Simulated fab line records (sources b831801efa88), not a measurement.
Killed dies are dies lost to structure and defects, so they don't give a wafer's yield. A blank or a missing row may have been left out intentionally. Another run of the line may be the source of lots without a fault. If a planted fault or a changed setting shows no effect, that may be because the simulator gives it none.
Chamber matching ; flow gf180mcu ; 4 sister chambers for GF_V4_CMP_26 on cmp-01
The step polishes, stops on SiO2, t overpolish 15 s, target thk 0 nm. 14 wafers are shown with their chamber, then 7 later ones without.

## EACH WAFER AND ITS CHAMBER
wafer;chamber;motor-current-A (A);time-to-endpoint-s (s);overpolish-run-s (s)
L496.4;1;10.4;80;14.988
L496.5;3;10.8;83;15.007
L496.6;0;11.5;81;15.000
L497.2;0;11.3;80;15.005
L497.4;2;9.9;84;15.000
L497.5;1;10.1;86;15.008
L502.2;2;10.6;85;14.998
L504.1;0;12.2;77;14.999
L504.2;1;10.1;84;15.007
L512.1;0;11.7;75;15.002
L512.4;2;10.0;77;14.976
L512.6;3;11.2;83;14.992
L513.2;1;10.4;83;14.987
L513.3;2;10.3;82;14.999

SIGNATURES, as means of the wafers listed above
reading;chamber 0;chamber 1;chamber 2;chamber 3;scatter within a chamber
motor-current-A;11.675;10.250;10.200;11.000;0.303
time-to-endpoint-s;78.25;83.25;82.00;83.00;2.82
overpolish-run-s;15.00150;14.99750;14.99325;14.99950;0.00966
Rule: for each reading, subtract the chamber's mean from the wafer's reading, divide by that reading's scatter and square the result; add these up over the readings and take the root, which gives the wafer's distance from the chamber. The wafer belongs to the nearest chamber; if the next one is less than 2 further off, it can't be placed. The scatter is the square root of a quotient: the sum, over the shown wafers, of each reading's squared deviation from its chamber's mean, divided by wafers minus chambers.

## WAFERS MISSING THEIR CHAMBER
wafer;motor-current-A (A);time-to-endpoint-s (s);overpolish-run-s (s)
L513.5;12.0;83;14.991
L514.1;9.6;83;15.011
L514.3;10.9;83;15.014
L514.5;12.0;83;14.990
L516.1;10.0;91;15.014
L516.5;11.7;88;14.999
L516.6;11.3;90;14.976

## EACH ONE'S CHAMBER
wafer;from the rows above;in truth
L513.5;can't be placed: 0 or 3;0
L514.1;can't be placed: 1 or 2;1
L514.3;can't be placed: 3 or 1 or 2 or 0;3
L514.5;can't be placed: 0 or 3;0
L516.1;can't be placed: 1 or 2 or 3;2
L516.5;can't be placed: 3 or 0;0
L516.6;can't be placed: 3 or 1 or 2 or 0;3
Correct placement for 0 of the 7. These rows do not allow placing 7 (true chamber among the candidates in 7). Number placed wrongly: 0.
